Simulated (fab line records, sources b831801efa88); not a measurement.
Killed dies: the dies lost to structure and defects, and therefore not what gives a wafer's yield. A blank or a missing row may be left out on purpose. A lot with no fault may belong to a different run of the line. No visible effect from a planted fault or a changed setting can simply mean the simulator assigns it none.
Matching of chambers :: flow sky130 :: SKY_VIA2_HDPCVD_00 on hdpcvd-01: 3 sister chambers
The step deposits SiO2, target thk 1180 nm, time 196.7 s. 3 wafers are shown with their chamber, then 7 later ones without.

## WAFERS, EACH WITH ITS CHAMBER
wafer: L271.5
chamber: 0
run_length_s (s): 225.6

wafer: L283.1
chamber: 2
run_length_s (s): 224.6

wafer: L283.2
chamber: 1
run_length_s (s): 224.7

## WAFERS WITHOUT THEIR CHAMBER
wafer: L283.6
run_length_s (s): 224.6

wafer: L285.1
run_length_s (s): 224.8

wafer: L285.2
run_length_s (s): 225.2

wafer: L285.5
run_length_s (s): 225.1

wafer: L287.1
run_length_s (s): 224.8

wafer: L287.3
run_length_s (s): 225.0

wafer: L287.5
run_length_s (s): 224.6

## WHICH CHAMBER EACH WENT THROUGH
wafer: L283.6
from the rows above: can't be placed: 2 or 1
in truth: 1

wafer: L285.1
from the rows above: can't be placed: 1 or 2
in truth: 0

wafer: L285.2
from the rows above: can't be placed: 0 or 1 or 2
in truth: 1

wafer: L285.5
from the rows above: can't be placed: 1 or 0 or 2
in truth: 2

wafer: L287.1
from the rows above: can't be placed: 1 or 2
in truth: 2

wafer: L287.3
from the rows above: can't be placed: 1 or 2 or 0
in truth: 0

wafer: L287.5
from the rows above: can't be placed: 2 or 1
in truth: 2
Correctly placed: 0 of 7. From these rows, 7 cannot be placed; in 6 the true chamber is one of the candidates. 0 placed wrongly.
How it was worked out, from the rows above alone: a wafer's distance from a chamber is the root of the sum, over the readings, of the square of ((its reading less the chamber's mean) divided by the reading's scatter). The wafer belongs to the nearest chamber; if the next one is less than 2 further off, it can't be placed. Each chamber's mean is taken over the wafers shown for it. The scatter: with one shown wafer a chamber, the root of the mean of the squares of how far each hidden wafer lies from its nearest shown one.
